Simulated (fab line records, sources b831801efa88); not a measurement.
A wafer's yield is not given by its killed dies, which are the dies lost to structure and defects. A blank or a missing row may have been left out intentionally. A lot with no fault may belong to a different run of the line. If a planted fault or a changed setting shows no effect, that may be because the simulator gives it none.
Split-lot trial -- flow gf180mcu -- 23 wafers read across 5 lots, on a route 602 steps long

## ON THE SPLIT
At GF_HV_LDD_COAT_02 (resist thk 1000 nm), the setting spin_rpm was moved away from the recipe's 3000 rpm on 10 of the 23 wafers read, by -4.0% to +5.8%. All remaining wafers had this setting at the recipe value.

Reading taken at the split's own step.

## THE READING
NOVOLAK_of_HV_LDD_COAT_02.thk_nm (the simulator's own value, which no gauge read), in nm, at GF_HV_LDD_COAT_02 (resist thk 1000 nm). There is no usual value for it anywhere in the file. Here, 13 wafers ran the recipe; their average is 999.7 nm with a standard deviation of 1.8 nm.

wafer,"tool, chamber at the split","spin_rpm as run, rpm",against the recipe,"NOVOLAK_of_HV_LDD_COAT_02.thk_nm, nm",against lot-mates on the recipe
L075.1,"litho_track-01, 0",2880,-4.0%,1021,+20.8
L075.2,"litho_track-01, 0",2880,-4.0%,1020,+19.8
L075.4,"litho_track-01, 0",2880,-4.0%,1022,+21.8
L075.5,"litho_track-01, 0",3000,recipe,999.5,-
L075.6,"litho_track-01, 0",3000,recipe,1001,-
L078.2,"litho_track-03, 0",3000,recipe,999.8,-
L078.4,"litho_track-03, 0",3000,recipe,998.3,-
L078.6,"litho_track-03, 0",3000,recipe,998.2,-
L077.1,"litho_track-03, 0",3000,recipe,999.9,-
L077.2,"litho_track-03, 0",3173,+5.8%,975,-26.6
L077.3,"litho_track-03, 0",3173,+5.8%,970.9,-30.7
L077.4,"litho_track-03, 0",3000,recipe,1003,-
L077.6,"litho_track-03, 0",3000,recipe,1002,-
L081.2,"litho_track-03, 0",3159,+5.3%,976,-23.8
L081.3,"litho_track-03, 0",3159,+5.3%,976.3,-23.5
L081.4,"litho_track-03, 0",3000,recipe,999.1,-
L081.5,"litho_track-03, 0",3000,recipe,1001,-
L081.6,"litho_track-03, 0",3000,recipe,999.3,-
L082.1,"litho_track-02, 0",3072,+2.4%,987.4,-10.4
L082.2,"litho_track-02, 0",3072,+2.4%,986.4,-11.4
L082.3,"litho_track-02, 0",3072,+2.4%,985.6,-12.1
L082.5,"litho_track-02, 0",3000,recipe,995.5,-
L082.6,"litho_track-02, 0",3000,recipe,1000,-

FIT RESULTS
A straight line over all 23 wafers: NOVOLAK_of_HV_LDD_COAT_02.thk_nm changes by -4.87 nm for each +1% of spin_rpm; r = -0.99; the points scatter about the line by 2 nm.
The same after taking each lot's own level away (the mean of its wafers on the recipe; 23 wafers): -4.88 nm for each +1%; r = -0.99; scatter 1.5 nm.
Per that fit: largest spin_rpm move, reading shift of 28 nm.
Measured against the standard deviation above, the lots' own levels, which go from 997.75 to 1001.63 nm, span 2.2 times it.
Consequently the slope shifts little with the lot-to-lot level, the two slopes agreeing.
Check: for one of the wafers moved furthest among these (+5.8%), held out of the fit, the line's prediction against its lot-mates is -28.1 nm. Against them it came out at -26.6 nm.

## OTHER SPLITS ON THESE WAFERS
Other splits were also applied to these wafers ahead of the reading. Each is held against what the fit with the lots' levels taken away leaves over:
other split on the same wafers,wafers away from the commonest value,r with NOVOLAK_of_HV_LDD_COAT_02.thk_nm (lot level and that fit taken away)
GF_STI_OXIDATION_01 ox_time_s,15,-0.12
GF_STI_PEB_10 peb_time_s,9,-0.02
GF_STI_WET_ETCH_26 temp_c,18,+0.24
GF_DNWELL_STRIP_08 platen_temp_c,4,+0.50
GF_NWELL_IMPLANT_08 dose_cm2,5,+0.21
GF_NWELL_IMPLANT_09 dose_cm2,6,-0.19
GF_LVPWELL_IMPLANT_09 energy_kev,12,+0.08
GF_MVSD_STRIP_10 power_w,6,+0.25
GF_MVPSD_IMPLANT_08 dose_cm2,7,-0.13
GF_VT_IMPLANT_IMPLANT_30 energy_kev,6,-0.19
GF_VT_IMPLANT_IMPLANT_41 energy_kev,9,+0.12
GF_POLY_GATE_CVD_00 time_s,15,-0.02

## THE WHOLE CHAIN: every reading that the file lists as answering this split, in the file's order
step,what it does,reading,change (the file's fit),r (the file's)
GF_HV_LDD_COAT_02,resist thk 1000 nm,"NOVOLAK_of_HV_LDD_COAT_02.thk_nm (the simulator's own value, which no gauge read)",-4.82 nm for each +1% of the setting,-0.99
GF_HV_LDD_STRIP_10,strips in O2/N2,strip_time_to_endpoint_s,withheld for each +1% of the setting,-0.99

## FILE'S OWN FIT
NOVOLAK_of_HV_LDD_COAT_02.thk_nm changes by -4.82 nm for each +1% of spin_rpm, r = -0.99.
